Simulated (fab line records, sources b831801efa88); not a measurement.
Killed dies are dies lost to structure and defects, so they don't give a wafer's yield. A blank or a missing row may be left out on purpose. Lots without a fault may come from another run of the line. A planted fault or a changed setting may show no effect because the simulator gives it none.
Problem report in the 8D (eight disciplines) form, filled by code | flow gf180mcu | the parts of the form that need people (team, actions taken, sign-off) are left out

1. THE PROBLEM
overpolish_run_s at GF_STI_CMP_25 reads a mean of 28.624 s on 2 wafers of 2 lots; wafers without a fault read 32.999 s with a standard deviation of 0.01. That is -99 or more standard deviations from the usual mean.
The step: polishes, stops on Si3N4, t overpolish 33 s, target thk 524.6 nm.
First seen on wafer L832.6, day 3 17:07, on cmp-02. The record holds 36 wafers of 12 lots with a number at this step. Rule for "out", or "out of limits": more than 4 standard deviations from the usual mean. The other wafers with a number count as sound.

2. WHAT IT IS AND WHAT IT IS NOT
question                    | is               | is not
which readings at this step | overpolish_run_s | head_pressure_psi, motor_current_A, time_to_endpoint_s
which lots                  | L832, L839       | L825, L826, L827, L828, L829, L830, L834, L844, L846, L847
which wafers of those lots  | L832.6, L839.3   | L832.1, L832.5, L839.4, L839.5
read on which tools         | cmp-02           | cmp-01
when                        | from day 3 17:07 | up to then (20 sound wafers); but 14 sound wafers of L834, L839, L844, L846, L847 came after

3. SUSPECTS, AND WHAT RULES EACH OUT
Counting: a tool at a process step up to the reading stays a suspect if it ran every lot that is out. Sound lots after the first of them don't rule it out here, since some wafers of a struck lot are sound.
- cmp-02 at GF_STI_CMP_25 (polishes, stops on Si3N4, t overpolish 33 s, target thk 524.6 nm): kept. It ran every lot that is out, first L832 (day 3 17:07); its last sound lot up to then is L830 (day 3 05:46). Its own readings are out on those wafers: overpolish_run_s.
- Within cmp-02 at GF_STI_CMP_25: the wafers that are out ran in chamber 0; their sound lot-mates ran in chambers 1, 2.
Left after counting: cmp-02 at GF_STI_CMP_25.

4. THE CAUSE (what the simulator had put in)
Process parameter drift: cmp-02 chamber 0, from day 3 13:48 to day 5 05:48, at GF_STI_CMP_25. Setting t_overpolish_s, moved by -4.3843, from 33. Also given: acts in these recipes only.
Counting left only this tool.

5. THE CHAIN OF EFFECTS, in route order
Each row: a reading whose mean over the struck wafers that have a number lies more than 3 standard deviations from the usual. Only readings for which the record gives a usual standard deviation are gone through. hours: the time from each lot's start at the first step in this table that gives one to its start at this step, as a median over the lots. sigmas: the change in usual standard deviations.
hours | step          | reading          | usual    | on struck wafers | change | sigmas
0     | GF_STI_CMP_25 | overpolish_run_s | 32.999 s | 28.624           | -4.375 | -99 or more
The process steps in it:
- GF_STI_CMP_25: polishes, stops on Si3N4, t overpolish 33 s, target thk 524.6 nm.
Later measuring or inspecting steps at which every struck wafer that the step has a row for has a number for every such reading, and none has moved that far: GF_DNWELL_TW_MEAS_09, GF_NWELL_OVL_MEAS_07.

6. WHAT WOULD HAVE CAUGHT IT SOONER
In this record the first reading out of limits was taken at day 3 17:07, 3 hours after the fault began at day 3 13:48.
